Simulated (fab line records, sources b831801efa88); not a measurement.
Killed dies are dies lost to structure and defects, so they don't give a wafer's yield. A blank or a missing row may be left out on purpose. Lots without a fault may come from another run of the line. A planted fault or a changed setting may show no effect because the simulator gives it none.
A struck lot beside a sound one | flow sky130 | 15 steps out of a route of 708
Sound: wafers L358.2, L358.5, L358.6. Struck: wafers L357.2, L357.3, L357.5. The cause comes at the end.
At each step with rows: each side's tool, then ch and its chambers, then its first start. Under that, the readings that differ: sound wafers | struck wafers | difference of the means | sigmas: that difference in standard deviations of wafers without a fault.
alike: readings whose means differ by less than 2 such deviations, and words and numbers that are the same on both sides. not compared: withheld readings, readings that some wafer has no value for, bounds like >300 that may hide the same value, and numbers for which the record gives no deviation and whose values overlap.
The two part at a step that has a row with sigmas, a row that says differs or no value, or rows on one side only. Numbers that don't overlap but have no deviation are shown without sigmas and don't part them. A reading that every wafer of one side lacks parts them only if that side has two wafers or more.

first, 6 steps without rows for these wafers: SKY_DNWELL_COAT_02 (resist thk 3000 nm); SKY_DNWELL_SOFTBAKE_03; SKY_DNWELL_EXPOSE_04 (exposes mask DNM, target cd 3000 nm); SKY_DNWELL_PEB_05; SKY_DNWELL_DEVELOP_06 (develop time 60 s); SKY_DNWELL_IMPLANT_07.
SKY_DNWELL_STRIP_08: strips in O2/N2.
  sound on plasma_asher-03 ch 0,1, day 5 10:07; struck on plasma_asher-02 ch 1, day 5 05:20
  alike: drypump_motor_current_A, oes_product_au, strip_time_to_endpoint_s
  not compared: rf_hours_counter_h
SKY_DNWELL_TW_MEAS_09:
  sound on film_metro-04, day 5 10:13; struck on film_metro-02, day 5 05:26
  reading   | sound          | struck         | difference | sigmas
  DNWELL_TW | 1123 1111 1120 | 1108 1098 1103 | -15        | -2
then, 4 steps without rows for these wafers: SKY_PWDE_DEHYDRATE_00 (time 60 s); SKY_PWDE_HMDS_01 (prime time 60 s); SKY_PWDE_COAT_02 (resist thk 3000 nm); SKY_PWDE_SOFTBAKE_03.
SKY_PWDE_EXPOSE_04: exposes mask PWDEM, target cd 840 nm.
  sound on iline_stepper-02 ch 0, day 5 20:02; struck on iline_stepper-01 ch 0, day 5 14:55
  reading | sound                   | struck                           | difference | sigmas
  mask    | PWDEM#0 PWDEM#0 PWDEM#0 | PWDEM_R1#0 PWDEM_R1#0 PWDEM_R1#0 | differs    |
  alike: focus_offset_nm
then, 1 step without rows for these wafers: SKY_PWDE_PEB_05.
-- the record jumps here: 42 days lie between the struck wafers' starts before and after (it left off in module PWDE and takes up again in module PAD_OPEN, whose first step shown is number 708 of the route) --
SKY_PAD_OPEN_PROBE_99:
  sound on prober-01, day 48 12:04; struck on prober-02, day 48 01:44
  reading                                   | sound                        | struck          | difference | sigmas
  killed_at_front_end                       | 16 17 17                     | 90 118 97       | +85        | +18
  killed_dies                               | 95 80 76                     | 162 186 172     | +90        | +8
  model.etest.res_p_drift_20v.line_ohm_um   | 1.228e+04 1.34e+04 1.208e+04 | 9130 9291 9283  | -3352      |
  model.etest.res_p_drift_20v.width_nm (nm) | 839.5 833.8 837.9            | 965.9 969 966.2 | +130.0     |
  alike: killed_at_M0_to_M3, killed_at_M4_up, killed_at_contacts, killed_at_other, killed_open, killed_short

WHERE THEY PART
First at SKY_DNWELL_TW_MEAS_09; last, within this record, at SKY_PAD_OPEN_PROBE_99.

WHY: what the simulator had put in
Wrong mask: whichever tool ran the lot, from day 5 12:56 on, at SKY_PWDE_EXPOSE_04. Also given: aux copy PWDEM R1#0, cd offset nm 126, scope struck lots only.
